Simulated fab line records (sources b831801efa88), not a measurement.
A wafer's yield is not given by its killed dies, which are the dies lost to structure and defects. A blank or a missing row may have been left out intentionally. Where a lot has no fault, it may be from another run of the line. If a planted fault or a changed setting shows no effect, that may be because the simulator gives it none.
The tool behind it: which one? :: flow gf180mcu :: 39 wafers from 13 lots sampled at 4 of the route's 602 steps

== WHAT THE GAUGES READ, wafer by wafer ==
GF_V1_OVL_MEAS_15.
lot: L941
measured: day 18 22:55
on: overlay-01
V1_OVL (nm): -3 1 -6

lot: L942
measured: day 19 07:16
on: overlay-01
V1_OVL (nm): -10 -6 -4

lot: L943
measured: day 19 15:31
on: overlay-01
V1_OVL (nm): -5 1 1

lot: L946
measured: day 20 19:29
on: overlay-01
V1_OVL (nm): 2 -1 3

lot: L947
measured: day 21 05:56
on: overlay-01
V1_OVL (nm): -2 5 4

lot: L948
measured: day 21 12:18
on: overlay-02
V1_OVL (nm): -1 -11 -6

lot: L956
measured: day 24 07:49
on: overlay-01
V1_OVL (nm): 2 8 8

lot: L957
measured: day 24 23:02
on: overlay-01
V1_OVL (nm): -4 -2 6

lot: L958
measured: day 25 05:35
on: overlay-02
V1_OVL (nm): -5 -3 0

lot: L959
measured: day 25 11:19
on: overlay-02
V1_OVL (nm): 8 1 0

lot: L960
measured: day 25 14:58
on: overlay-02
V1_OVL (nm): 6 2 -1

lot: L961
measured: day 26 07:58
on: overlay-01
V1_OVL (nm): 4 0 -3

lot: L962
measured: day 26 06:11
on: overlay-01
V1_OVL (nm): -8 -7 -8

== WHICH TOOL RAN EACH LOT (tool, then ch and the chambers of the sampled wafers, then the start) ==
lot: L941
GF_VT_IMPLANT_COAT_35: litho track-04 ch 0, day 7 19:07
GF_VT_IMPLANT_STRIP_42: plasma asher-04 ch 0,1, day 8 03:23
GF_SAB_STRIP_13: plasma asher-02 ch 0,1, day 15 21:40

lot: L942
GF_VT_IMPLANT_COAT_35: litho track-01 ch 0, day 8 00:47
GF_VT_IMPLANT_STRIP_42: plasma asher-04 ch 0,1, day 8 08:49
GF_SAB_STRIP_13: plasma asher-03 ch 0,1, day 16 04:15

lot: L943
GF_VT_IMPLANT_COAT_35: litho track-01 ch 0, day 8 06:15
GF_VT_IMPLANT_STRIP_42: plasma asher-04 ch 0,1, day 8 14:29
GF_SAB_STRIP_13: plasma asher-02 ch 0,1, day 16 13:35

lot: L946
GF_VT_IMPLANT_COAT_35: litho track-01 ch 0, day 9 05:30
GF_VT_IMPLANT_STRIP_42: plasma asher-04 ch 0,1, day 9 14:26
GF_SAB_STRIP_13: plasma asher-03 ch 0,1, day 17 15:33

lot: L947
GF_VT_IMPLANT_COAT_35: litho track-01 ch 0, day 9 11:53
GF_VT_IMPLANT_STRIP_42: plasma asher-04 ch 0,1, day 9 20:44
GF_SAB_STRIP_13: plasma asher-03 ch 1, day 18 02:03

lot: L948
GF_VT_IMPLANT_COAT_35: litho track-01 ch 0, day 9 17:45
GF_VT_IMPLANT_STRIP_42: plasma asher-04 ch 0,1, day 10 02:52
GF_SAB_STRIP_13: plasma asher-02 ch 0,1, day 18 08:08

lot: L956
GF_VT_IMPLANT_COAT_35: litho track-02 ch 0, day 11 21:23
GF_VT_IMPLANT_STRIP_42: plasma asher-04 ch 0,1, day 12 06:41
GF_SAB_STRIP_13: plasma asher-02 ch 0,1, day 21 06:16

lot: L957
GF_VT_IMPLANT_COAT_35: litho track-04 ch 0, day 12 09:39
GF_VT_IMPLANT_STRIP_42: plasma asher-04 ch 0,1, day 12 19:59
GF_SAB_STRIP_13: plasma asher-02 ch 0,1, day 22 00:00

lot: L958
GF_VT_IMPLANT_COAT_35: litho track-02 ch 0, day 12 13:05
GF_VT_IMPLANT_STRIP_42: plasma asher-04 ch 0,1, day 12 23:49
GF_SAB_STRIP_13: plasma asher-03 ch 0,1, day 22 05:50

lot: L959
GF_VT_IMPLANT_COAT_35: litho track-01 ch 0, day 12 15:38
GF_VT_IMPLANT_STRIP_42: plasma asher-04 ch 0,1, day 13 01:53
GF_SAB_STRIP_13: plasma asher-03 ch 0,1, day 22 11:20

lot: L960
GF_VT_IMPLANT_COAT_35: litho track-04 ch 0, day 12 21:31
GF_VT_IMPLANT_STRIP_42: plasma asher-01 ch 0,1, day 13 08:04
GF_SAB_STRIP_13: plasma asher-02 ch 0,1, day 22 15:56

lot: L961
GF_VT_IMPLANT_COAT_35: litho track-02 ch 0, day 13 05:11
GF_VT_IMPLANT_STRIP_42: plasma asher-03 ch 0,1, day 13 15:05
GF_SAB_STRIP_13: plasma asher-03 ch 0,1, day 23 10:45

lot: L962
GF_VT_IMPLANT_COAT_35: litho track-01 ch 0, day 13 17:15
GF_VT_IMPLANT_STRIP_42: plasma asher-04 ch 0,1, day 14 03:49
GF_SAB_STRIP_13: plasma asher-02 ch 0,1, day 23 10:09
- GF_VT_IMPLANT_COAT_35: resist thk 1000 nm.
- GF_VT_IMPLANT_STRIP_42: strips in O2/N2.
- GF_SAB_STRIP_13: strips in O2/N2.

== AS READ BY THE TOOLS THEMSELVES (means over the sampled wafers that have a number; for cases with no such wafer, the mark the record gives instead) ==
GF_VT_IMPLANT_COAT_35.
lot: L941
tool: litho track-04
spin speed rpm (rpm): 3001.2

lot: L942
tool: litho track-01
spin speed rpm (rpm): 2999.1

lot: L943
tool: litho track-01
spin speed rpm (rpm): 3000.4

lot: L946
tool: litho track-01
spin speed rpm (rpm): 3000.7

lot: L947
tool: litho track-01
spin speed rpm (rpm): 2998.2

lot: L948
tool: litho track-01
spin speed rpm (rpm): 2999.1

lot: L956
tool: litho track-02
spin speed rpm (rpm): 2999.9

lot: L957
tool: litho track-04
spin speed rpm (rpm): 2999.2

lot: L958
tool: litho track-02
spin speed rpm (rpm): 2999.6

lot: L959
tool: litho track-01
spin speed rpm (rpm): 3001.3

lot: L960
tool: litho track-04
spin speed rpm (rpm): 2998.1

lot: L961
tool: litho track-02
spin speed rpm (rpm): 2999.1

lot: L962
tool: litho track-01
spin speed rpm (rpm): 3002.1

GF_VT_IMPLANT_STRIP_42.
lot: L941
tool: plasma asher-04
drypump motor current A (A): 5.6
heater power w (W): 359
oes product au (a.u.): 0.716
strip time to endpoint s (s): 12.65

lot: L942
tool: plasma asher-04
drypump motor current A (A): 5.6
heater power w (W): 365
oes product au (a.u.): 0.714
strip time to endpoint s (s): 12.64

lot: L943
tool: plasma asher-04
drypump motor current A (A): 5.6
heater power w (W): 361
oes product au (a.u.): 0.715
strip time to endpoint s (s): 12.63

lot: L946
tool: plasma asher-04
drypump motor current A (A): 5.5
heater power w (W): 345
oes product au (a.u.): 0.718
strip time to endpoint s (s): 12.31

lot: L947
tool: plasma asher-04
drypump motor current A (A): 5.6
heater power w (W): 357
oes product au (a.u.): 0.720
strip time to endpoint s (s): 12.25

lot: L948
tool: plasma asher-04
drypump motor current A (A): 5.6
heater power w (W): 346
oes product au (a.u.): 0.713
strip time to endpoint s (s): 12.28

lot: L956
tool: plasma asher-04
drypump motor current A (A): 5.6
heater power w (W): 350
oes product au (a.u.): 0.713
strip time to endpoint s (s): 12.58

lot: L957
tool: plasma asher-04
drypump motor current A (A): 5.6
heater power w (W): 341
oes product au (a.u.): 0.718
strip time to endpoint s (s): 12.64

lot: L958
tool: plasma asher-04
drypump motor current A (A): 5.6
heater power w (W): 360
oes product au (a.u.): 0.717
strip time to endpoint s (s): 12.60

lot: L959
tool: plasma asher-04
drypump motor current A (A): 5.6
heater power w (W): 347
oes product au (a.u.): 0.716
strip time to endpoint s (s): 12.64

lot: L960
tool: plasma asher-01
drypump motor current A (A): 5.3
heater power w (W): 353
oes product au (a.u.): 0.720
strip time to endpoint s (s): 12.60

lot: L961
tool: plasma asher-03
drypump motor current A (A): 5.9
heater power w (W): 324
oes product au (a.u.): 0.718
strip time to endpoint s (s): 12.65

lot: L962
tool: plasma asher-04
drypump motor current A (A): 5.6
heater power w (W): 343
oes product au (a.u.): 0.710
strip time to endpoint s (s): 12.66

GF_SAB_STRIP_13.
lot: L941
tool: plasma asher-02
drypump motor current A (A): 5.2
heater power w (W): 398
oes product au (a.u.): 0.711
strip time to endpoint s (s): 12.59

lot: L942
tool: plasma asher-03
drypump motor current A (A): 5.8
heater power w (W): 315
oes product au (a.u.): 0.713
strip time to endpoint s (s): 12.56

lot: L943
tool: plasma asher-02
drypump motor current A (A): 5.2
heater power w (W): 392
oes product au (a.u.): 0.707
strip time to endpoint s (s): 12.61

lot: L946
tool: plasma asher-03
drypump motor current A (A): 5.9
heater power w (W): 323
oes product au (a.u.): 0.710
strip time to endpoint s (s): 12.62

lot: L947
tool: plasma asher-03
drypump motor current A (A): 6.1
heater power w (W): 331
oes product au (a.u.): 0.712
strip time to endpoint s (s): 12.65

lot: L948
tool: plasma asher-02
drypump motor current A (A): 5.2
heater power w (W): 355
oes product au (a.u.): 0.706
strip time to endpoint s (s): 12.62

lot: L956
tool: plasma asher-02
drypump motor current A (A): 5.2
heater power w (W): 392
oes product au (a.u.): 0.707
strip time to endpoint s (s): 12.58

lot: L957
tool: plasma asher-02
drypump motor current A (A): 5.2
heater power w (W): 401
oes product au (a.u.): 0.707
strip time to endpoint s (s): 12.63

lot: L958
tool: plasma asher-03
drypump motor current A (A): 5.8
heater power w (W): 325
oes product au (a.u.): 0.708
strip time to endpoint s (s): 12.58

lot: L959
tool: plasma asher-03
drypump motor current A (A): 5.9
heater power w (W): 322
oes product au (a.u.): 0.713
strip time to endpoint s (s): 12.62

lot: L960
tool: plasma asher-02
drypump motor current A (A): 5.2
heater power w (W): 352
oes product au (a.u.): 0.711
strip time to endpoint s (s): 12.62

lot: L961
tool: plasma asher-03
drypump motor current A (A): 5.6
heater power w (W): 304
oes product au (a.u.): 0.712
strip time to endpoint s (s): 12.63

lot: L962
tool: plasma asher-02
drypump motor current A (A): 5.1
heater power w (W): 393
oes product au (a.u.): 0.710
strip time to endpoint s (s): 12.63

== THE ANSWER, worked out from the rows above alone ==
Rule: the lots themselves supply what counts as usual. The widest of any qualifying gaps counts: lots, ordered by their means at a reading, are off when they make up no more than a third of the lots, leave a main group of 4 or more, and stand apart from it by 3 or more times the standard deviation of that group's means. A main group whose means are all the same, to the digits that the tables above print for the reading, isn't used. Also off: a lot with no number at a reading for which 4 or more lots have one. All remaining lots with rows at the step are treated as sound. Order of review: gauges by route order, followed by the tools' own readings, for which a lot's mean as printed above is used. The first step at which some lot is off is used, and at that step the reading that is off furthest; a lot without a number counts as furthest.
Off: L946, L947, L948, at GF_VT_IMPLANT_STRIP_42 (strip time to endpoint s). The main group has a mean of 12.63 s with a standard deviation of 0.025.
If a tool, at that step or one of the process steps before it, ran each lot that is off and ran no sound lot following the first of them, it fits. Not one of the candidates tried fits.

== WHAT THE SIMULATOR HAD INSERTED ==
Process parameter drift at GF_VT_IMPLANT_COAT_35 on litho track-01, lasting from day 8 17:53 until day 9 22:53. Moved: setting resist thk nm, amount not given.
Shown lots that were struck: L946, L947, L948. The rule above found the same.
